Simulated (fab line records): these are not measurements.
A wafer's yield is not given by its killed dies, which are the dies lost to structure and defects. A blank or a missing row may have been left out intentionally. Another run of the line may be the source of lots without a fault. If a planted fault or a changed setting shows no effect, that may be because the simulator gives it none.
2 desks, one fault    flow gf180mcu    only its own numbers are on each desk; what lay behind them is given at the end

== DESK OF THE TOOL OWNER: litho-track-03 ==
The tool's own readings at GF_HV_LDD_HMDS_25 (prime time 60 s): means of the sampled wafers that have a number, for each lot that ran on this tool. The brackets show how far a lot's mean lies from the usual mean; more than 4 standard deviations puts the lot out of limits, marked OUT.
Columns: A = prime-temp-c at GF_HV_LDD_HMDS_25, usual 119.99 C
lot   first seen here  A
L879  day 11 11:58     120.06
L881  day 11 22:38     120.02
L884  day 12 20:11     119.97
L885  day 13 13:08     119.87
L886  day 13 15:19     120.07
L888  day 14 09:38     119.89
L893  day 16 02:01     119.88
L896  day 16 21:01     115.17 (-37) OUT
L897  day 17 08:50     115.15 (-37) OUT
This desk's finding: out of limits on L896, L897; first on L896, day 16 21:01 (prime-temp-c at GF_HV_LDD_HMDS_25). Within limits: L879, L881, L884, L885, L886, L888, L893.

== THE METROLOGY DESK ==
What the gauges read, lot by lot, whatever tool the lot ran on: means of the sampled wafers that have a number. The brackets show how far a lot's mean lies from the usual mean; more than 4 standard deviations puts the lot out of limits, marked OUT.
Columns: A = POLY_GATE_OXIDATION_THK at GF_POLY_GATE_THK_MEAS_17, usual 3.99 nm; B = cd-nm at GF_POLY_GATE_CD_MEAS_18, usual 281.0 nm; C = cd-nm at GF_HV_LDD_CD_MEAS_19, usual 397.9 nm
lot   first seen here  A     B      C
L878  day 9 00:58      3.94  282.7  396.9
L879  day 9 14:09      3.94  281.1  393.8
L881  day 10 00:28     4.04  281.8  394.9
L882  day 10 11:52     3.96  279.4  397.9
L883  day 10 15:49     4.01  281.8  399.5
L884  day 10 20:01     4.08  281.9  399.0
L885  day 11 12:20     3.90  279.5  400.9
L886  day 11 13:35     4.01  281.2  394.9
L887  day 11 19:44     4.09  281.6  401.5
L888  day 12 06:37     3.89  284.6  400.0
L893  day 13 20:37     3.95  283.5  398.0
L896  day 14 14:42     3.94  282.3  400.5
L897  day 15 02:39     4.03  280.1  402.2
L901  day 16 03:59     4.04  282.2  397.8
Result from this desk: across the 14 lots, nothing is out of limits.

== TAKEN TOGETHER ==
The tool owner's desk had the chance to raise an alarm at day 16 21:01 on L896, L897.
From the metrology desk's view, nothing was out of limits.
The metrology desk has L896, L897 on record, within its limits.
The lots listed all ran GF_HV_LDD_HMDS_25 on litho-track-03.

== WHAT THE SIMULATOR HAD INSERTED ==
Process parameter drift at GF_HV_LDD_HMDS_25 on litho-track-03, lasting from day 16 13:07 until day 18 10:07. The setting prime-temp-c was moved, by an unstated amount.
Lots struck among those shown: L896, L897.
Delay in hours, fault start to first out-of-limits reading, by desk: the tool owner's desk at 8.
